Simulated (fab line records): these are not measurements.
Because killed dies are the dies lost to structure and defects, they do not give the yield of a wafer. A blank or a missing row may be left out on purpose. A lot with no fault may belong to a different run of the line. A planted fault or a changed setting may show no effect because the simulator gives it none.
fab line records    flow gf180mcu
[record] lots = 5  wafers = 15  last-day = 34
route steps=602 shown MVSD@70 MVPSD@78
lots untouched by any fault: they come from a run of this same line in which no faults occurred
start-h: start of the lot's first displayed wafer, in hours after the record's first day    wait-h: time in hours since the lot's previous step    " unchanged from the row above    L1.1+2: several wafers, shown together as one row    - either no value or no given start    * or withheld: withheld    < > ~ a bound
route shown NAME@n: names a module that has steps shown in the file, with the first one's number in the route    usual: average and standard deviation across the fault-free wafers    same: alike in all rows    chamber/n: place in a boat    sites: per-site readings    _std_site: their standard deviation    _edge_site: the outer-site mean with the inner-site mean subtracted    radius-mm: how far each site lies from the wafer's centre    mask NAME#n: copy n    behind: the most recent tool/chamber to have shaped the wafer    hold: why the lot went on hold/how many hours it stayed there/how the hold came to an end    device: whichever transistor did not switch (one of n, p or np)    end of line: tests run on the same wafers once the route is complete    where a step has no rows: the recipe by itself    killed: not the wafer's yield, but the dies lost to structure and defects at the first sort    map: shows each die of a wafer: x if killed, . if not, _ if none is there
set.NAME: the run value of the setting; set.NAME@STEP: its run value at that earlier step    model.NAME: the simulator's own value behind a step, which no gauge read
a table for each step, a row for each wafer; lots at some steps of the route
services: the hour from which a tool's chamber was out of use, counted from the record's first day as start-h (under 0 if before that day), plus the number of hours and why
[[steps]]
[step GF_MVSD_EXPOSE_04]
[recipe] mask-id = MVSD  target-cd-nm = 1000  na = 0.6  source-shape = conventional  sigma-outer = 0.6  dose-mj = 260
[step GF_MVSD_PEB_05]
[recipe] temp-c = 115  time-s = withheld
[step GF_MVSD_DEVELOP_06]
[recipe] wall-angle-deg = 90  develop-time-s = 60  dev-temp-c = 23
[step GF_MVSD_OVL_MEAS_07]
[usual] MVSD_OVL = -0.2/1.2
lot.wafer  tool        chamber  start-h  wait-h  MVSD_OVL[nm]
L871.1     overlay-01  -        109.65   -       0.6
L871.4     "           -        "        "       0.8
L871.6     "           -        "        "       1.1
L880.1     overlay-02  -        167.01   -       0.6
L880.4     "           -        "        "       0.9
L880.5     "           -        "        "       0.9
L882.4     overlay-01  -        175.11   -       -0.5
L882.5     "           -        "        "       0.0
L882.6     "           -        "        "       -1.2
L884.3     overlay-01  -        186.82   -       1.1
L884.4     "           -        "        "       0.0
L884.6     "           -        "        "       1.5
L889.1     overlay-02  -        216.51   -       -2.9
L889.2     "           -        "        "       -1.3
L889.3     "           -        "        "       -1.2
[step GF_MVSD_IMPLANT_08]
[recipe] species = P  energy-kev = 400  dose-cm2 = 1.6e+13  tilt-deg = 0
[step GF_MVSD_IMPLANT_09]
[recipe] species = P  energy-kev = 100  dose-cm2 = 5e+12  tilt-deg = 0
[step GF_MVSD_STRIP_10]
[recipe] chemistry = O2/N2  power-w = 1400  pressure-mtorr = 1500  platen-temp-c = 250  o2-flow-sccm = 3000  n2-flow-sccm = 300  overash-fraction = 0.5
[usual] drypump-motor-current-A = 5.7/0.38  heater-power-w = 361/25  n2-flow-sccm = 300.1/0.91  oes-product-au = 0.722/0.0049  strip-time-to-endpoint-s = 36.92/0.12
lot.wafer  tool             chamber  start-h  wait-h  drypump-motor-current-A  heater-power-w  n2-flow-sccm  oes-product-au  rf-hours-counter-h  strip-time-to-endpoint-s
L871.1     plasma-asher-02  0        109.98   0.1     6.1                      332             299.1         0.730           48                  36.82
L871.4     "                1        "        "       5.6                      361             300.2         0.727           -                   36.89
L871.6     "                1        "        "       5.6                      356             301.3         0.718           -                   37.03
L880.1     plasma-asher-02  1        167.35   0.1     5.6                      354             299.9         0.722           53                  37.01
L880.4     "                1        "        "       5.6                      356             298.4         0.716           -                   37.15
L880.5     "                0        "        "       6.1                      343             300.6         0.722           -                   37.02
L882.4     plasma-asher-02  0        175.46   0.1     6.0                      345             298.9         0.723           -                   36.90
L882.5     "                0        "        "       6.1                      348             300.0         0.721           -                   37.03
L882.6     "                1        "        "       5.6                      361             301.5         0.721           -                   36.99
L884.3     plasma-asher-02  1        187.18   0.1     5.6                      366             298.0         0.722           -                   36.97
L884.4     "                0        "        "       6.0                      346             301.6         0.713           -                   36.91
L884.6     "                1        "        "       5.6                      361             300.1         0.712           -                   36.93
L889.1     plasma-asher-04  0        216.85   0.1     6.0                      338             299.5         0.724           55                  36.66
L889.2     "                1        "        "       6.0                      323             300.4         0.723           55                  36.74
L889.3     "                0        "        "       5.9                      332             298.2         0.721           -                   36.76
[step GF_MVSD_TW_MEAS_11]
[usual] MVSD_TW = 1579/19
lot.wafer  tool           chamber  start-h  wait-h  MVSD_TW
L871.1     film-metro-02  -        110.08   0.1     1609
L871.4     "              -        "        "       1599
L871.6     "              -        "        "       1600
L880.1     film-metro-04  -        167.45   0.1     1548
L880.4     "              -        "        "       1550
L880.5     "              -        "        "       1551
L882.4     film-metro-02  -        175.55   0.1     1595
L882.5     "              -        "        "       1602
L882.6     "              -        "        "       1595
L884.3     film-metro-02  -        187.27   0.1     1597
L884.4     "              -        "        "       1594
L884.6     "              -        "        "       1589
L889.1     film-metro-02  -        216.95   0.1     1582
L889.2     "              -        "        "       1578
L889.3     "              -        "        "       1582
[step GF_MVPSD_DEHYDRATE_00]
[recipe] temp-c = 200  time-s = 60
[step GF_MVPSD_HMDS_01]
[recipe] prime-time-s = 60  prime-temp-c = 120
[step GF_MVPSD_COAT_02]
[recipe] spin-rpm = 2000  resist-thk-nm = 3000
[step GF_MVPSD_SOFTBAKE_03]
[recipe] temp-c = 110  time-s = withheld
[step GF_MVPSD_EXPOSE_04]
[recipe] mask-id = MVPSD  target-cd-nm = 1000  na = 0.6  source-shape = conventional  sigma-outer = 0.6  dose-mj = 260
lot.wafer   tool              chamber  start-h  wait-h  mask
L871.1+4+6  iline-stepper-01  0        117.52   -       MVPSD#0
L880.1+4+5  iline-stepper-02  0        175.82   -       MVPSD#0
L882.4+5+6  iline-stepper-01  0        183.56   -       MVPSD_R1#0
L884.3+4+6  iline-stepper-01  0        195.86   -       MVPSD#0
L889.1+2+3  iline-stepper-01  0        225.84   -       MVPSD#0
[step GF_MVPSD_PEB_05]
[recipe] temp-c = 115  time-s = withheld
[[services]]
tool              chamber  start-h  hours  kind
iline-stepper-01  -        87.13    1.7    pm
iline-stepper-02  -        104.83   2.2    repair
iline-stepper-02  -        113.67   4.4    pm
plasma-asher-02   -        127.02   15.6   pm
plasma-asher-04   -        153.83   9.7    repair
plasma-asher-04   -        163.56   2.4    repair
plasma-asher-04   -        169.42   2.8    pm
[[key]]
[first-sign] step = GF_MVPSD_EXPOSE_04  reading = mask  direction = changed
effect none on later readings
met-at GF_MVPSD_EXPOSE_04
struck-wafers L882.4,L882.5,L882.6
sort-left-out L882.4,L882.5,L882.6
tester-left-out L882
onset-between 117.52 183.56
[fault] kind = wrong-mask  tool = any  chamber = -  onset-h = 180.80  steps = GF_MVPSD_EXPOSE_04  aux-copy = MVPSD_R1#0  cd-offset-nm = -200  scope = struck-lots-only
// tester-left-out: of these lots the tester's yield and bins aren't shown, on N5 and GAA mostly nor the transistor test; their killed dies are dies lost to structure and defects alone, not to doping, threshold or leakage, so they don't give the yield
// sort-left-out: the simulated sort isn't trusted on such a fault, so these wafers' sort isn't shown, and their yield isn't known
